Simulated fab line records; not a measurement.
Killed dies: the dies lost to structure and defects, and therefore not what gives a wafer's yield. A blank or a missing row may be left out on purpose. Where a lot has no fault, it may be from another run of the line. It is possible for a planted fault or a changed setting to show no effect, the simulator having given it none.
fab line records	flow sky130
record: lots: 24	wafers: 72	lastDay: 50
route steps=708 shown CONTACT@430 VIA1@460 METAL3@564 METAL4@599 CAP2M@607
lots that met no fault: taken from a fault-free run of the same line
startH: the number of hours between the record's first day and the start of the first shown wafer of the lot	waitH: time in hours since the lot's previous step	" unchanged from the row above	L1.1+2: several wafers, shown together as one row	- value missing, or start not given	* or withheld: withheld	< > ~ a bound
route shown NAME@n: names a module that has steps shown in the file, with the first one's number in the route	usual: average and standard deviation across the fault-free wafers	same: alike in all rows	chamber/n: place in a boat	sites: per-site readings	_std_site: how widely they spread, as a standard deviation	_edge_site: the outer-site mean with the inner-site mean subtracted	radiusMm: how far each site lies from the wafer's centre	mask NAME#n: copy n	behind: the most recent tool/chamber to have shaped the wafer	hold: why the lot went on hold/how many hours it stayed there/how the hold came to an end	device: which transistor (n, p or np) failed to switch	end of line: at the end of the route, the tests of the same wafers	for a step that has no rows: nothing shown but its recipe	killed: dies that structure and defects cost at the first sort, which is not the same as the wafer's yield	map: a wafer's dies, x killed, . not, _ none there
set.NAME: the run value of the setting; set.NAME@STEP: its run value at that earlier step	model.NAME: the simulator's own value behind a step, which no gauge read
one table for each step of the route and one row for each wafer, over a sample of lots
services: the hour from which a tool's chamber was out of use, counted from the record's first day as startH (under 0 if before that day), plus the number of hours and why
== steps ==
step: SKY_CONTACT_CVD_24
recipe: material: W	targetThkNm: 340	timeS: 102.12	tempC: 400	pressureTorr: 40
usual: heaterPowerW: 842/38
lot.wafer	tool	chamber	startH	waitH	heaterPowerW
L074.1	cvdW-02	0	737.11	0.0	816
L074.3	"	0	"	"	809
L074.4	"	1	"	"	887
L075.1	cvdW-02	0	745.73	0.0	818
L075.5	"	1	"	"	903
L075.6	"	0	"	"	840
L076.1	cvdW-01	1	753.61	0.0	841
L076.3	"	0	"	"	812
L076.5	"	1	"	"	828
L077.1	cvdW-01	0	765.50	0.0	790
L077.2	"	1	"	"	831
L077.3	"	0	"	"	794
L078.2	cvdW-02	0	776.19	0.0	807
L078.5	"	0	"	"	827
L078.6	"	1	"	"	903
L079.2	cvdW-02	1	779.68	0.0	887
L079.4	"	1	"	"	878
L079.6	"	0	"	"	836
L080.2	cvdW-02	0	780.40	0.0	784
L080.3	"	1	"	"	905
L080.6	"	1	"	"	894
L081.2	cvdW-01	1	790.80	0.0	818
L081.5	"	1	"	"	858
L081.6	"	0	"	"	783
L082.3	cvdW-02	0	801.59	0.1	817
L082.5	"	1	"	"	911
L082.6	"	0	"	"	844
L083.2	cvdW-01	0	807.31	0.0	793
L083.5	"	1	"	"	858
L083.6	"	0	"	"	803
L084.4	cvdW-02	1	813.73	0.1	912
L084.5	"	1	"	"	891
L084.6	"	0	"	"	821
L085.2	cvdW-02	1	819.82	0.0	906
L085.3	"	0	"	"	831
L085.6	"	0	"	"	839
L086.1	cvdW-02	1	825.46	0.0	928
L086.2	"	0	"	"	796
L086.3	"	1	"	"	913
L089.2	cvdW-01	1	867.74	0.0	841
L089.3	"	1	"	"	824
L089.6	"	0	"	"	794
L087.1	cvdW-01	0	869.09	0.0	781
L087.3	"	0	"	"	804
L087.6	"	1	"	"	843
L088.1	cvdW-02	0	869.56	0.0	816
L088.2	"	1	"	"	891
L088.4	"	0	"	"	827
L090.1	cvdW-01	1	869.79	0.0	840
L090.5	"	0	"	"	814
L090.6	"	1	"	"	858
L091.1	cvdW-01	0	870.31	0.0	806
L091.2	"	1	"	"	841
L091.4	"	1	"	"	863
L092.3	cvdW-01	0	873.07	0.1	791
L092.4	"	1	"	"	843
L092.5	"	1	"	"	843
L093.1	cvdW-01	1	877.94	0.0	847
L093.5	"	0	"	"	811
L093.6	"	1	"	"	845
L094.3	cvdW-01	1	883.71	0.1	831
L094.5	"	1	"	"	839
L094.6	"	0	"	"	821
L095.2	cvdW-01	1	897.95	0.0	834
L095.4	"	1	"	"	820
L095.5	"	1	"	"	863
L096.4	cvdW-02	0	904.49	0.1	837
L096.5	"	1	"	"	903
L096.6	"	0	"	"	817
L097.1	cvdW-02	0	913.34	0.0	828
L097.5	"	1	"	"	889
L097.6	"	0	"	"	823
step: SKY_VIA1_CMP_02
recipe: material: SiO2	downForcePsi: 4	platenRpm: 60	padVelocityMS: 0.94248
usual: motorCurrentA: 12.9/1.1	slurryFilterDpKPa: 13.47/0.15
lot.wafer	tool	chamber	startH	waitH	motorCurrentA	slurryFilterDpKPa
L074.1	cmp-02	1	773.52	0.1	13.4	13.57
L074.3	"	2	"	"	10.7	13.39
L074.4	"	0	"	"	12.4	13.30
L075.1	cmp-01	0	774.45	0.1	13.8	13.47
L075.5	"	0	"	"	13.3	13.38
L075.6	"	1	"	"	14.1	13.47
L076.3	cmp-01	3	781.75	0.0	14.0	13.49
L076.1	"	0	"	"	14.2	13.53
L076.5	"	3	"	"	13.6	13.27
L077.2	cmp-01	3	793.07	0.0	13.7	13.83
L077.1	"	0	"	"	13.3	13.32
L077.3	"	2	"	"	10.8	13.44
L078.2	cmp-01	3	804.77	0.1	13.3	13.67
L078.6	"	1	"	"	14.0	13.49
L078.5	"	2	"	"	11.4	13.57
L079.4	cmp-02	0	808.42	0.0	12.5	13.41
L079.2	"	2	"	"	11.0	13.42
L079.6	"	1	"	"	13.2	13.59
L080.2	cmp-01	1	809.40	0.1	13.0	13.45
L080.3	"	2	"	"	11.0	13.60
L080.6	"	3	"	"	13.2	13.33
L081.2	cmp-02	0	818.77	0.1	12.1	13.55
L081.6	"	2	"	"	11.2	13.75
L081.5	"	3	"	"	12.3	13.34
L082.3	cmp-01	0	830.71	0.2	14.5	13.73
L082.6	"	1	"	"	14.2	13.51
L082.5	"	2	"	"	11.0	13.49
L083.2	cmp-01	2	835.97	0.3	11.3	13.60
L083.5	"	0	"	"	15.0	13.35
L083.6	"	1	"	"	14.7	13.66
L084.4	cmp-02	2	842.33	0.1	11.6	13.53
L084.6	"	0	"	"	12.1	13.36
L084.5	"	1	"	"	14.2	13.55
L085.2	cmp-01	0	847.52	0.1	13.2	13.60
L085.3	"	1	"	"	13.5	13.57
L085.6	"	0	"	"	13.6	13.77
L086.1	cmp-01	0	853.45	0.1	13.6	13.54
L086.3	"	2	"	"	11.0	13.46
L086.2	"	3	"	"	13.2	13.58
L089.2	cmp-02	0	895.06	0.0	12.0	13.35
L089.3	"	1	"	"	12.7	13.66
L089.6	"	0	"	"	11.9	13.52
L087.1	cmp-01	3	896.81	0.1	13.0	13.40
L087.3	"	0	"	"	14.1	13.32
L087.6	"	0	"	"	14.2	13.30
L088.4	cmp-02	0	897.16	0.0	12.4	13.51
L088.2	"	1	"	"	13.1	13.36
L088.1	"	2	"	"	10.6	13.45
L090.1	cmp-01	2	897.27	0.1	11.1	13.17
L090.5	"	1	"	"	13.9	13.41
L090.6	"	2	"	"	11.4	13.50
L091.2	cmp-02	2	898.27	0.0	11.7	13.41
L091.4	"	3	"	"	12.0	13.44
L091.1	"	0	"	"	13.2	13.47
L092.4	cmp-01	3	900.67	0.1	13.1	13.25
L092.3	"	1	"	"	14.5	13.42
L092.5	"	2	"	"	11.6	13.52
L093.1	cmp-01	1	905.32	0.1	14.2	13.54
L093.6	"	0	"	"	13.7	13.64
L093.5	"	1	"	"	14.4	13.33
L094.3	cmp-01	2	910.51	0.2	11.4	13.31
L094.6	"	3	"	"	13.6	13.31
L094.5	"	0	"	"	13.8	13.45
L095.4	cmp-01	1	925.50	0.5	13.3	13.32
L095.2	"	2	"	"	11.1	13.38
L095.5	"	0	"	"	14.7	13.43
L096.4	cmp-01	3	931.90	0.0	13.4	13.63
L096.5	"	3	"	"	13.6	13.49
L096.6	"	0	"	"	13.3	13.42
L097.1	cmp-02	3	940.26	0.1	12.4	13.55
L097.5	"	2	"	"	11.2	13.52
L097.6	"	3	"	"	11.2	13.29
step: SKY_VIA1_RS_MEAS_22
recipe: thkMeasGauge: four-point-probe	reads: W_of_VIA1_CVD_21+TiN_of_VIA1_SPUTTER_20
usual: VIA1_W_RS: 0.428/0.0087
lot.wafer	tool	chamber	startH	waitH	VIA1_W_RS[ohm/sq]
L074.1	filmMetro-01	-	801.75	0.1	0.425
L074.3	"	-	"	"	0.442
L074.4	"	-	"	"	0.422
L075.1	filmMetro-01	-	803.30	0.1	0.429
L075.5	"	-	"	"	0.431
L075.6	"	-	"	"	0.432
L076.1	filmMetro-01	-	809.51	0.1	0.430
L076.3	"	-	"	"	0.434
L076.5	"	-	"	"	0.432
L077.1	filmMetro-02	-	820.53	0.2	0.437
L077.2	"	-	"	"	0.438
L077.3	"	-	"	"	0.440
L078.2	filmMetro-02	-	832.80	0.1	0.444
L078.5	"	-	"	"	0.439
L078.6	"	-	"	"	0.434
L079.2	filmMetro-01	-	836.40	0.1	0.426
L079.4	"	-	"	"	0.430
L079.6	"	-	"	"	0.423
L080.2	filmMetro-03	-	836.85	0.1	0.440
L080.3	"	-	"	"	0.434
L080.6	"	-	"	"	0.438
L081.2	filmMetro-01	-	846.94	0.1	0.437
L081.5	"	-	"	"	0.439
L081.6	"	-	"	"	0.434
L082.3	filmMetro-02	-	857.29	0.1	0.443
L082.5	"	-	"	"	0.441
L082.6	"	-	"	"	0.428
L083.2	filmMetro-01	-	863.43	0.1	0.422
L083.5	"	-	"	"	0.428
L083.6	"	-	"	"	0.422
L084.4	filmMetro-01	-	870.10	0.1	0.431
L084.5	"	-	"	"	0.422
L084.6	"	-	"	"	0.423
L085.2	filmMetro-01	-	874.63	0.1	0.426
L085.3	"	-	"	"	0.427
L085.6	"	-	"	"	0.430
L086.1	filmMetro-01	-	881.24	0.1	0.421
L086.2	"	-	"	"	0.431
L086.3	"	-	"	"	0.423
L089.2	filmMetro-03	-	921.63	0.1	0.419
L089.3	"	-	"	"	0.422
L089.6	"	-	"	"	0.425
L087.1	filmMetro-02	-	923.59	0.1	0.427
L087.3	"	-	"	"	0.431
L087.6	"	-	"	"	0.428
L088.1	filmMetro-03	-	923.89	0.1	0.411
L088.2	"	-	"	"	0.426
L088.4	"	-	"	"	0.425
L090.1	filmMetro-03	-	924.40	0.1	0.433
L090.5	"	-	"	"	0.431
L090.6	"	-	"	"	0.434
L091.1	filmMetro-01	-	924.67	0.1	0.421
L091.2	"	-	"	"	0.417
L091.4	"	-	"	"	0.409
L092.3	filmMetro-02	-	927.38	0.1	0.423
L092.4	"	-	"	"	0.408
L092.5	"	-	"	"	0.410
L093.1	filmMetro-03	-	931.64	0.1	0.431
L093.5	"	-	"	"	0.434
L093.6	"	-	"	"	0.433
L094.3	filmMetro-03	-	935.88	0.1	0.434
L094.5	"	-	"	"	0.424
L094.6	"	-	"	"	0.429
L095.2	filmMetro-01	-	951.26	0.1	0.427
L095.4	"	-	"	"	0.411
L095.5	"	-	"	"	0.409
L096.4	filmMetro-03	-	957.84	0.1	0.420
L096.5	"	-	"	"	0.408
L096.6	"	-	"	"	0.426
L097.1	filmMetro-01	-	966.31	0.1	0.429
L097.5	"	-	"	"	0.418
L097.6	"	-	"	"	0.433
step: SKY_METAL3_OVL_MEAS_14
usual: METAL3_OVL: 5/5.6
lot.wafer	tool	chamber	startH	waitH	METAL3_OVL[nm]
L074.1	overlay-02	-	910.43	0.1	8
L074.3	"	-	"	"	-2
L074.4	"	-	"	"	4
L075.1	overlay-01	-	911.87	0.1	3
L075.5	"	-	"	"	4
L075.6	"	-	"	"	11
L076.1	overlay-01	-	917.93	0.1	0
L076.3	"	-	"	"	1
L076.5	"	-	"	"	3
L077.1	overlay-02	-	928.57	0.1	1
L077.2	"	-	"	"	-2
L077.3	"	-	"	"	1
L078.2	overlay-01	-	938.32	0.1	6
L078.5	"	-	"	"	5
L078.6	"	-	"	"	4
L079.2	overlay-02	-	942.89	0.1	3
L079.4	"	-	"	"	-5
L079.6	"	-	"	"	5
L080.2	overlay-01	-	943.89	0.1	7
L080.3	"	-	"	"	10
L080.6	"	-	"	"	7
L081.2	overlay-01	-	953.67	0.1	4
L081.5	"	-	"	"	13
L081.6	"	-	"	"	1
L082.3	overlay-02	-	959.99	0.1	11
L082.5	"	-	"	"	7
L082.6	"	-	"	"	5
L083.2	overlay-01	-	969.79	0.1	-1
L083.5	"	-	"	"	14
L083.6	"	-	"	"	8
L084.4	overlay-01	-	974.95	0.1	9
L084.5	"	-	"	"	9
L084.6	"	-	"	"	8
L085.2	overlay-02	-	979.79	0.1	8
L085.3	"	-	"	"	10
L085.6	"	-	"	"	-2
L086.1	overlay-02	-	985.67	0.1	20
L086.2	"	-	"	"	18
L086.3	"	-	"	"	17
L089.2	overlay-01	-	1023.04	0.1	2
L089.3	"	-	"	"	2
L089.6	"	-	"	"	2
L087.1	overlay-02	-	1026.33	0.1	10
L087.3	"	-	"	"	15
L087.6	"	-	"	"	9
L088.1	overlay-01	-	1026.68	0.1	3
L088.2	"	-	"	"	1
L088.4	"	-	"	"	4
L090.1	overlay-02	-	1026.72	0.1	-4
L090.5	"	-	"	"	-8
L090.6	"	-	"	"	0
L091.1	overlay-02	-	1027.74	0.1	5
L091.2	"	-	"	"	2
L091.4	"	-	"	"	8
L092.3	overlay-02	-	1029.40	0.1	17
L092.4	"	-	"	"	9
L092.5	"	-	"	"	14
L093.1	overlay-02	-	1031.03	0.1	9
L093.5	"	-	"	"	2
L093.6	"	-	"	"	0
L094.3	overlay-02	-	1034.95	0.1	3
L094.5	"	-	"	"	-1
L094.6	"	-	"	"	4
L095.2	overlay-02	-	1052.54	0.1	3
L095.4	"	-	"	"	-1
L095.5	"	-	"	"	2
L096.4	overlay-01	-	1055.75	0.1	2
L096.5	"	-	"	"	-3
L096.6	"	-	"	"	4
L097.1	overlay-02	-	1062.87	0.1	5
L097.5	"	-	"	"	16
L097.6	"	-	"	"	4
step: SKY_METAL4_SPUTTER_01
recipe: material: TiN	targetThkNm: 20	powerW: 6500	timeS: 16.7	chamberPressurePa: 0.4
usual: chamberPressurePa: 0.4000/0.00072	throttleValvePct: 29.7/0.81
lot.wafer	tool	chamber	startH	waitH	chamberPressurePa	throttleValvePct
L074.1	pvdSputter-02	-	937.58	0.0	0.4009	30.3
L074.3	"	-	"	"	0.3997	30.9
L074.4	"	-	"	"	0.3995	30.6
L075.1	pvdSputter-02	-	939.40	0.0	0.3995	30.9
L075.5	"	-	"	"	0.3994	31.1
L075.6	"	-	"	"	0.4011	30.2
L076.1	pvdSputter-01	-	944.85	0.0	0.4000	28.7
L076.3	"	-	"	"	0.4010	30.4
L076.5	"	-	"	"	0.3982	28.8
L077.1	pvdSputter-02	-	955.97	0.0	0.3996	29.4
L077.2	"	-	"	"	0.3994	30.4
L077.3	"	-	"	"	0.4013	30.7
L078.2	pvdSputter-02	-	965.95	0.0	0.4005	29.5
L078.5	"	-	"	"	0.4007	30.3
L078.6	"	-	"	"	0.3995	29.1
L079.2	pvdSputter-01	-	970.55	0.0	0.4001	30.3
L079.4	"	-	"	"	0.4016	28.8
L079.6	"	-	"	"	0.4011	28.9
L080.2	pvdSputter-02	-	971.36	0.0	0.4002	31.0
L080.3	"	-	"	"	0.4021	30.6
L080.6	"	-	"	"	0.4003	30.7
L081.2	pvdSputter-01	-	981.78	0.0	0.4002	30.5
L081.5	"	-	"	"	0.4013	28.6
L081.6	"	-	"	"	0.4009	29.2
L082.3	pvdSputter-01	-	987.48	0.0	0.3995	30.0
L082.5	"	-	"	"	0.3993	28.8
L082.6	"	-	"	"	0.3996	30.3
L083.2	pvdSputter-02	-	997.26	0.0	0.4010	30.8
L083.5	"	-	"	"	0.4000	30.3
L083.6	"	-	"	"	0.3995	30.9
L084.4	pvdSputter-02	-	1002.33	0.0	0.4003	30.7
L084.5	"	-	"	"	0.4000	29.4
L084.6	"	-	"	"	0.4015	30.1
L085.2	pvdSputter-02	-	1006.78	0.0	0.4007	30.2
L085.3	"	-	"	"	0.4003	30.6
L085.6	"	-	"	"	0.4002	30.3
L086.1	pvdSputter-01	-	1012.75	0.0	0.4007	30.9
L086.2	"	-	"	"	0.3994	28.7
L086.3	"	-	"	"	0.4011	30.1
L089.2	pvdSputter-03	-	1048.98	0.0	0.4001	29.3
L089.3	"	-	"	"	0.4001	29.8
L089.6	"	-	"	"	0.4014	29.0
L087.1	pvdSputter-03	-	1052.03	0.0	0.4007	28.8
L087.3	"	-	"	"	0.4000	28.9
L087.6	"	-	"	"	0.3995	29.1
L088.1	pvdSputter-03	-	1052.63	0.0	0.4005	29.8
L088.2	"	-	"	"	0.3992	28.9
L088.4	"	-	"	"	0.4002	28.8
L090.1	pvdSputter-01	-	1052.89	0.0	0.4009	30.1
L090.5	"	-	"	"	0.4007	28.6
L090.6	"	-	"	"	0.4000	30.2
L091.1	pvdSputter-01	-	1054.24	0.0	0.4009	30.0
L091.2	"	-	"	"	0.3997	28.7
L091.4	"	-	"	"	0.3998	28.8
L092.3	pvdSputter-03	-	1054.84	0.0	0.3999	29.0
L092.4	"	-	"	"	0.3991	28.8
L092.5	"	-	"	"	0.4002	29.2
L093.1	pvdSputter-03	-	1056.28	0.0	0.4013	29.4
L093.5	"	-	"	"	0.3998	29.1
L093.6	"	-	"	"	0.4001	29.7
L094.3	pvdSputter-01	-	1060.13	0.0	0.3998	28.7
L094.5	"	-	"	"	0.3990	28.6
L094.6	"	-	"	"	0.3992	30.7
L095.2	pvdSputter-01	-	1078.29	0.0	0.4001	30.3
L095.4	"	-	"	"	0.4000	28.7
L095.5	"	-	"	"	0.3991	30.6
L096.4	pvdSputter-03	-	1081.07	0.0	0.4005	29.0
L096.5	"	-	"	"	0.3995	29.8
L096.6	"	-	"	"	0.3998	29.1
L097.1	pvdSputter-01	-	1087.80	0.0	0.3995	30.8
L097.5	"	-	"	"	0.3994	30.5
L097.6	"	-	"	"	0.3992	29.9
step: SKY_CAP2M_THK_MEAS_04
recipe: thkMeasGauge: xrf	reads: TiN_of_CAP2M_SPUTTER_02
usual: CAP2M_TIN_THK: 199.0/2.4
lot.wafer	tool	chamber	startH	waitH	CAP2M_TIN_THK[nm]
L074.1	filmMetro-04	-	938.02	0.1	201.1
L074.3	"	-	"	"	200.6
L074.4	"	-	"	"	200.1
L075.1	filmMetro-04	-	939.84	0.1	197.1
L075.5	"	-	"	"	200.2
L075.6	"	-	"	"	203.1
L076.1	filmMetro-02	-	945.29	0.1	197.9
L076.3	"	-	"	"	200.0
L076.5	"	-	"	"	201.7
L077.1	filmMetro-04	-	956.41	0.1	195.2
L077.2	"	-	"	"	196.3
L077.3	"	-	"	"	197.8
L078.2	filmMetro-04	-	966.40	0.1	201.0
L078.5	"	-	"	"	199.9
L078.6	"	-	"	"	202.7
L079.2	filmMetro-04	-	971.00	0.1	199.7
L079.4	"	-	"	"	200.1
L079.6	"	-	"	"	198.6
L080.2	filmMetro-04	-	971.82	0.1	197.8
L080.3	"	-	"	"	200.2
L080.6	"	-	"	"	200.0
L081.2	filmMetro-02	-	982.23	0.1	199.8
L081.5	"	-	"	"	196.9
L081.6	"	-	"	"	199.0
L082.3	filmMetro-02	-	987.94	0.1	196.3
L082.5	"	-	"	"	196.1
L082.6	"	-	"	"	198.6
L083.2	filmMetro-03	-	997.71	0.1	200.6
L083.5	"	-	"	"	202.1
L083.6	"	-	"	"	200.0
L084.4	filmMetro-02	-	1002.82	0.1	198.0
L084.5	"	-	"	"	198.6
L084.6	"	-	"	"	198.9
L085.2	filmMetro-03	-	1007.24	0.1	196.9
L085.3	"	-	"	"	197.3
L085.6	"	-	"	"	195.6
L086.1	filmMetro-02	-	1013.19	0.1	203.3
L086.2	"	-	"	"	199.7
L086.3	"	-	"	"	201.8
L089.2	filmMetro-04	-	1049.44	0.1	194.5
L089.3	"	-	"	"	194.0
L089.6	"	-	"	"	195.1
L087.1	filmMetro-04	-	1052.47	0.1	201.2
L087.3	"	-	"	"	200.7
L087.6	"	-	"	"	201.3
L088.1	filmMetro-04	-	1053.07	0.1	202.6
L088.2	"	-	"	"	201.9
L088.4	"	-	"	"	203.6
L090.1	filmMetro-04	-	1053.53	0.1	201.8
L090.5	"	-	"	"	198.4
L090.6	"	-	"	"	202.1
L091.1	filmMetro-04	-	1054.69	0.1	200.4
L091.2	"	-	"	"	199.8
L091.4	"	-	"	"	198.5
L092.3	filmMetro-03	-	1055.31	0.1	196.7
L092.4	"	-	"	"	196.9
L092.5	"	-	"	"	195.1
L093.1	filmMetro-02	-	1056.73	0.1	198.7
L093.5	"	-	"	"	196.7
L093.6	"	-	"	"	197.8
L094.3	filmMetro-03	-	1060.60	0.1	197.5
L094.5	"	-	"	"	198.8
L094.6	"	-	"	"	197.9
L095.2	filmMetro-03	-	1078.77	0.1	196.8
L095.4	"	-	"	"	196.7
L095.5	"	-	"	"	196.3
L096.4	filmMetro-03	-	1081.54	0.1	199.2
L096.5	"	-	"	"	198.8
L096.6	"	-	"	"	197.3
L097.1	filmMetro-03	-	1088.24	0.1	201.1
L097.5	"	-	"	"	198.2
L097.6	"	-	"	"	202.1
== services ==
tool	chamber	startH	hours	kind
cvdW-01	1	723.10	11.0	repair
cmp-01	-	744.05	4.0	pm
cvdW-02	1	753.81	14.7	repair
cmp-01	-	763.56	0.2	repair
cvdW-02	-	781.46	2.8	pm
cvdW-01	1	810.56	39.7	repair
cmp-01	-	810.89	15.8	pm
cmp-01	-	831.15	2.3	repair
cmp-01	-	856.68	1.1	repair
cvdW-02	-	875.88	1.3	repair
cvdW-01	-	904.00	14.0	pm
cvdW-02	1	905.07	6.9	repair
cvdW-01	1	939.89	4.4	repair
cmp-01	-	951.59	1.4	repair
cmp-01	-	1004.30	2.5	repair
cmp-01	-	1016.91	0.5	repair
cmp-01	-	1035.03	6.0	pm
cmp-01	-	1042.83	1.2	repair
cmp-01	-	1046.64	0.9	repair
cvdW-01	0	1069.06	7.0	repair
cvdW-01	-	1077.60	6.9	pm
cmp-01	-	1083.92	1.2	repair
cvdW-01	-	1084.64	1.8	repair
cmp-01	-	1085.12	4.0	pm
== key ==
fault none
